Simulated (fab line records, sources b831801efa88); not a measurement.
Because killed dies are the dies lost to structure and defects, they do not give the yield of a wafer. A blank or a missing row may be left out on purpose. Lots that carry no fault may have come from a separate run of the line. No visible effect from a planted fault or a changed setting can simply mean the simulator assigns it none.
What tool caused it? || flow gf180mcu || 42 wafers from 14 lots sampled at 3 of the route's 602 steps

## WHAT EACH GAUGE READ, for each wafer
GF_VT_IMPLANT_TW_MEAS_32. Usual: VT_IMPLANT_3_TW gives 269 (standard deviation 3.5).
{"lot": "L915", "measured": "day 6 19:05", "on": "film_metro-02", "VT_IMPLANT_3_TW": "268 268 268", "flag": ""}
{"lot": "L916", "measured": "day 7 01:53", "on": "film_metro-01", "VT_IMPLANT_3_TW": "278 279 277", "flag": ""}
{"lot": "L917", "measured": "day 7 07:50", "on": "film_metro-03", "VT_IMPLANT_3_TW": "267 267 266", "flag": ""}
{"lot": "L919", "measured": "day 7 22:25", "on": "film_metro-03", "VT_IMPLANT_3_TW": "268 267 266", "flag": ""}
{"lot": "L921", "measured": "day 8 11:11", "on": "film_metro-01", "VT_IMPLANT_3_TW": "275 274 275", "flag": ""}
{"lot": "L922", "measured": "day 8 20:47", "on": "film_metro-02", "VT_IMPLANT_3_TW": "268 267 267", "flag": ""}
{"lot": "L923", "measured": "day 9 00:12", "on": "film_metro-02", "VT_IMPLANT_3_TW": "269 270 268", "flag": ""}
{"lot": "L924", "measured": "day 9 07:56", "on": "film_metro-01", "VT_IMPLANT_3_TW": "275 275 274", "flag": ""}
{"lot": "L925", "measured": "day 9 14:02", "on": "film_metro-02", "VT_IMPLANT_3_TW": "270 269 269", "flag": ""}
{"lot": "L926", "measured": "day 9 19:47", "on": "film_metro-03", "VT_IMPLANT_3_TW": "265 266 267", "flag": ""}
{"lot": "L927", "measured": "day 10 02:55", "on": "film_metro-03", "VT_IMPLANT_3_TW": "267 267 266", "flag": ""}
{"lot": "L928", "measured": "day 10 10:19", "on": "film_metro-03", "VT_IMPLANT_3_TW": "267 266 265", "flag": ""}
{"lot": "L938", "measured": "day 13 01:58", "on": "film_metro-01", "VT_IMPLANT_3_TW": "275 274 274", "flag": ""}
{"lot": "L937", "measured": "day 13 04:55", "on": "film_metro-03", "VT_IMPLANT_3_TW": "267 267 268", "flag": ""}

GF_CONTACT_OVL_MEAS_15. Usual: CONTACT_OVL gives -2 nm (standard deviation 6).
{"lot": "L915", "measured": "day 15 20:31", "on": "overlay-01", "CONTACT_OVL (nm)": "-1 1 1", "flag": ""}
{"lot": "L916", "measured": "day 16 03:49", "on": "overlay-01", "CONTACT_OVL (nm)": "-10 -7 -11", "flag": ""}
{"lot": "L917", "measured": "day 16 16:22", "on": "overlay-02", "CONTACT_OVL (nm)": "-2 -1 -7", "flag": ""}
{"lot": "L919", "measured": "day 17 07:16", "on": "overlay-01", "CONTACT_OVL (nm)": "0 -6 -11", "flag": ""}
{"lot": "L921", "measured": "day 18 09:31", "on": "overlay-01", "CONTACT_OVL (nm)": "1 -14 -4", "flag": ""}
{"lot": "L922", "measured": "day 18 22:18", "on": "overlay-01", "CONTACT_OVL (nm)": "6 10 4", "flag": ""}
{"lot": "L923", "measured": "day 19 04:28", "on": "overlay-02", "CONTACT_OVL (nm)": "9 7 4", "flag": ""}
{"lot": "L924", "measured": "day 19 14:58", "on": "overlay-01", "CONTACT_OVL (nm)": "0 -4 -7", "flag": ""}
{"lot": "L925", "measured": "day 19 22:15", "on": "overlay-01", "CONTACT_OVL (nm)": "-5 -3 -6", "flag": ""}
{"lot": "L926", "measured": "day 20 09:03", "on": "overlay-02", "CONTACT_OVL (nm)": "1 1 1", "flag": ""}
{"lot": "L927", "measured": "day 20 17:31", "on": "overlay-02", "CONTACT_OVL (nm)": "-8 -6 -8", "flag": ""}
{"lot": "L928", "measured": "day 21 03:34", "on": "overlay-01", "CONTACT_OVL (nm)": "5 6 -3", "flag": ""}
{"lot": "L938", "measured": "day 24 02:27", "on": "overlay-02", "CONTACT_OVL (nm)": "-12 -4 -3", "flag": ""}
{"lot": "L937", "measured": "day 24 06:25", "on": "overlay-02", "CONTACT_OVL (nm)": "2 -4 8", "flag": ""}

## TOOL THAT RAN EACH LOT (tool first, then ch and the chambers of the sampled wafers, then the start)
{"lot": "L915", "GF_VT_IMPLANT_IMPLANT_41": "implanter-04 ch 0, day 7 10:10"}
{"lot": "L916", "GF_VT_IMPLANT_IMPLANT_41": "implanter-03 ch 0, day 7 17:05"}
{"lot": "L917", "GF_VT_IMPLANT_IMPLANT_41": "implanter-03 ch 0, day 7 23:48"}
{"lot": "L919", "GF_VT_IMPLANT_IMPLANT_41": "implanter-03 ch 0, day 8 14:28"}
{"lot": "L921", "GF_VT_IMPLANT_IMPLANT_41": "implanter-01 ch 0, day 9 03:37"}
{"lot": "L922", "GF_VT_IMPLANT_IMPLANT_41": "implanter-04 ch 0, day 9 14:12"}
{"lot": "L923", "GF_VT_IMPLANT_IMPLANT_41": "implanter-03 ch 0, day 9 17:35"}
{"lot": "L924", "GF_VT_IMPLANT_IMPLANT_41": "implanter-03 ch 0, day 10 01:37"}
{"lot": "L925", "GF_VT_IMPLANT_IMPLANT_41": "implanter-01 ch 0, day 10 07:13"}
{"lot": "L926", "GF_VT_IMPLANT_IMPLANT_41": "implanter-03 ch 0, day 10 13:01"}
{"lot": "L927", "GF_VT_IMPLANT_IMPLANT_41": "implanter-01 ch 0, day 10 20:57"}
{"lot": "L928", "GF_VT_IMPLANT_IMPLANT_41": "implanter-03 ch 0, day 11 04:45"}
{"lot": "L938", "GF_VT_IMPLANT_IMPLANT_41": "implanter-03 ch 0, day 13 22:04"}
{"lot": "L937", "GF_VT_IMPLANT_IMPLANT_41": "implanter-01 ch 0, day 14 01:23"}
- GF_VT_IMPLANT_IMPLANT_41

## WHAT THE TOOLS THEMSELVES READ (means of the sampled wafers that have a number; where no wafer has one, the mark that the record gives instead)
GF_VT_IMPLANT_IMPLANT_41. Usual: beam_energy_keV 70.001, standard deviation 0.022; dose_ions_cm2 1.013e+12, standard deviation 9.5e+08; faraday_current_uA 5.71, standard deviation 0.12.
{"lot": "L915", "tool": "implanter-04", "beam_energy_keV": 70.013, "dose_ions_cm2": 1.011e+12, "faraday_current_uA": 5.74, "flag": ""}
{"lot": "L916", "tool": "implanter-03", "beam_energy_keV": 69.987, "dose_ions_cm2": 1.012e+12, "faraday_current_uA": 5.85, "flag": ""}
{"lot": "L917", "tool": "implanter-03", "beam_energy_keV": 69.984, "dose_ions_cm2": 1.014e+12, "faraday_current_uA": 5.78, "flag": ""}
{"lot": "L919", "tool": "implanter-03", "beam_energy_keV": 70.018, "dose_ions_cm2": 1.013e+12, "faraday_current_uA": 5.80, "flag": ""}
{"lot": "L921", "tool": "implanter-01", "beam_energy_keV": 70.032, "dose_ions_cm2": 1.013e+12, "faraday_current_uA": 5.57, "flag": ""}
{"lot": "L922", "tool": "implanter-04", "beam_energy_keV": 69.975, "dose_ions_cm2": 1.014e+12, "faraday_current_uA": 5.68, "flag": ""}
{"lot": "L923", "tool": "implanter-03", "beam_energy_keV": 70.007, "dose_ions_cm2": 1.012e+12, "faraday_current_uA": 5.67, "flag": ""}
{"lot": "L924", "tool": "implanter-03", "beam_energy_keV": 69.999, "dose_ions_cm2": 1.013e+12, "faraday_current_uA": 5.69, "flag": ""}
{"lot": "L925", "tool": "implanter-01", "beam_energy_keV": 70.023, "dose_ions_cm2": 1.013e+12, "faraday_current_uA": 5.78, "flag": ""}
{"lot": "L926", "tool": "implanter-03", "beam_energy_keV": 70.011, "dose_ions_cm2": 8.782e+11, "faraday_current_uA": 4.91, "flag": "OFF"}
{"lot": "L927", "tool": "implanter-01", "beam_energy_keV": 70.032, "dose_ions_cm2": 1.013e+12, "faraday_current_uA": 5.71, "flag": ""}
{"lot": "L928", "tool": "implanter-03", "beam_energy_keV": 69.987, "dose_ions_cm2": 8.782e+11, "faraday_current_uA": 4.93, "flag": "OFF"}
{"lot": "L938", "tool": "implanter-03", "beam_energy_keV": 69.988, "dose_ions_cm2": 1.014e+12, "faraday_current_uA": 5.87, "flag": ""}
{"lot": "L937", "tool": "implanter-01", "beam_energy_keV": 69.993, "dose_ions_cm2": 1.013e+12, "faraday_current_uA": 5.65, "flag": ""}

## THE ANSWER, worked out from the rows above alone
Rule: lot off if the mean of its wafers having a number is beyond 3 standard deviations from the usual mean. A lot without any number at a reading at which 4 lots or more have one is off too. Where the step has rows for the other lots, those lots are counted as sound. The gauges are gone through in route order, then the tools' own readings, and for those a lot's mean is taken as printed above. The first step at which some lot is off is used, and at that step the reading that is off furthest; a lot without a number counts as furthest.
Off at GF_VT_IMPLANT_IMPLANT_41 (dose_ions_cm2): L926, L928.
If a tool, at that step or one of the process steps before it, ran each lot that is off and ran no sound lot following the first of them, it fits. Of those tried, none fits.

## WHAT HAD BEEN PUT IN BY THE SIMULATOR
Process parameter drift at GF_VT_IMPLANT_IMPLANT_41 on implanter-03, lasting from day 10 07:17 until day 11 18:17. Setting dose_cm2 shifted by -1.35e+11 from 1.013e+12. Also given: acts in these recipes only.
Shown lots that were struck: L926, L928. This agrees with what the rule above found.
